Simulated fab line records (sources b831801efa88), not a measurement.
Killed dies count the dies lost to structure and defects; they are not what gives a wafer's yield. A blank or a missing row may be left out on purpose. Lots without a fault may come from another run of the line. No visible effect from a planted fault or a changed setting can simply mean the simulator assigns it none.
A struck lot beside a sound one | flow sky130 | 16 steps out of a route of 708
Sound: the wafers L608.2, L608.5, L608.6. Wafers L619.3, L619.5, L619.6 were the ones struck. The cause comes at the end.
Per side, at each step with rows, come the tool, then ch with its chambers, and then its first start. Under that, the readings that differ: sound wafers | struck wafers | difference of the means | sigmas: that difference in standard deviations of wafers without a fault.
alike: a reading whose means differ by less than 2 such deviations, as well as words and numbers matching on both sides. not compared: withheld readings; readings where some wafer has no value; bounds like >300 that might hide an equal value; numbers whose values overlap and for which the record gives no deviation.
The two part at a step that has a row with sigmas, a row that says differs or no value, or rows on one side only. When numbers do not overlap yet have no deviation, they are printed without sigmas and do not part them. A reading missing from all wafers of one side parts the sides only when that side holds two or more wafers.

first, 8 steps without rows for these wafers: SKY_METAL2_DEHYDRATE_07 (time 60 s); SKY_METAL2_HMDS_08 (prime time 60 s); SKY_METAL2_COAT_09 (resist thk 60 nm); SKY_METAL2_COAT_10 (resist thk 450 nm); SKY_METAL2_SOFTBAKE_11 (time 90 s); SKY_METAL2_EXPOSE_12 (exposes mask MM2, target cd 140 nm); SKY_METAL2_PEB_13; SKY_METAL2_DEVELOP_14 (develop time 60 s).
SKY_METAL2_CD_MEAS_15: target cd 140 nm.
  struck on cd_sem-01, day 39 10:17; sound on cd_sem-02, day 35 14:59
  alike: cd_nm
SKY_METAL2_OVL_MEAS_16:
  struck on overlay-01, day 39 10:23; sound on overlay-01, day 35 15:05
  alike: METAL2_OVL
SKY_METAL2_DESCUM_17: chemistry O2, time 8 s.
  sound on rie_metal-03 ch 0,1, day 35 15:07; struck on rie_metal-02 ch 0,1, day 39 10:25
  alike: drypump_motor_current_A, oes_product_au, temp_c
  not compared: rf_hours_counter_h
SKY_METAL2_ETCH_18: etches BARC in N2/H2, stops on SiO2, time 45.9 s, target depth 60 nm.
  sound on rie_metal-03 ch 0,1, day 35 15:09; struck on rie_metal-02 ch 0,1, day 39 10:27
  alike: bias_w, chamber_pressure_mTorr, drypump_motor_current_A, oes_product_au, throttle_valve_pct
  not compared: rf_hours_counter_h
SKY_METAL2_METAL_ETCH_19: etches the open film in Cl2/BCl3, stops on SiO2, target depth 360 nm, time 78 s.
  sound on rie_metal-03 ch 0,1, day 35 15:13; struck on rie_metal-02 ch 0,1, day 39 10:32
  no value came back on the struck wafers for any of 5 readings (bcl3_flow_sccm (sccm), bias_w (W) and others); on the sound wafers bcl3_flow_sccm (sccm) reads 29.96 30.17 30.19
  reading                                       | sound             | struck            | difference | sigmas
  model.KrF-thick_of_METAL2_COAT_10.thk_nm (nm) | 160.5 158.8 164.2 | 390.3 390.8 392.1 | +229.9     |
  model.SiO2_of_VIA1_HDPCVD_00.thk_nm (nm)      | 332.2 330.5 331.3 | 343.4 340.8 342.6 | +10.9      |
  not compared: rf_hours_counter_h
SKY_METAL2_STRIP_20: strips in O2/N2.
  sound on plasma_asher-04 ch 0,1, day 35 15:19; struck on plasma_asher-01 ch 0,1, day 39 10:37
  reading                      | sound             | struck            | difference | sigmas
  oes_product_au (a.u.)        | 0.352 0.345 0.351 | 0.444 0.449 0.450 | +0.098     | +20
  strip_time_to_endpoint_s (s) | 2.71 2.70 2.76    | 5.17 5.18 5.19    | +2.46      | +52
  alike: drypump_motor_current_A
  not compared: rf_hours_counter_h
then, 1 step without rows for these wafers: SKY_METAL2_STRIP_21 (strips in post etch residue remover, time 1200 s).
-- the record jumps here: 10 days lie between the struck wafers' starts before and after (it left off in module METAL2 and takes up again in module PAD_OPEN, whose first step shown is number 708 of the route) --
SKY_PAD_OPEN_PROBE_99:
  record: rows for the struck wafers here (prober-02, day 49 00:05), none for the sound ones

## WHERE THEY PART
At SKY_METAL2_METAL_ETCH_19 first; at SKY_PAD_OPEN_PROBE_99 last (within this record only).

WHY: the cause the simulator had injected
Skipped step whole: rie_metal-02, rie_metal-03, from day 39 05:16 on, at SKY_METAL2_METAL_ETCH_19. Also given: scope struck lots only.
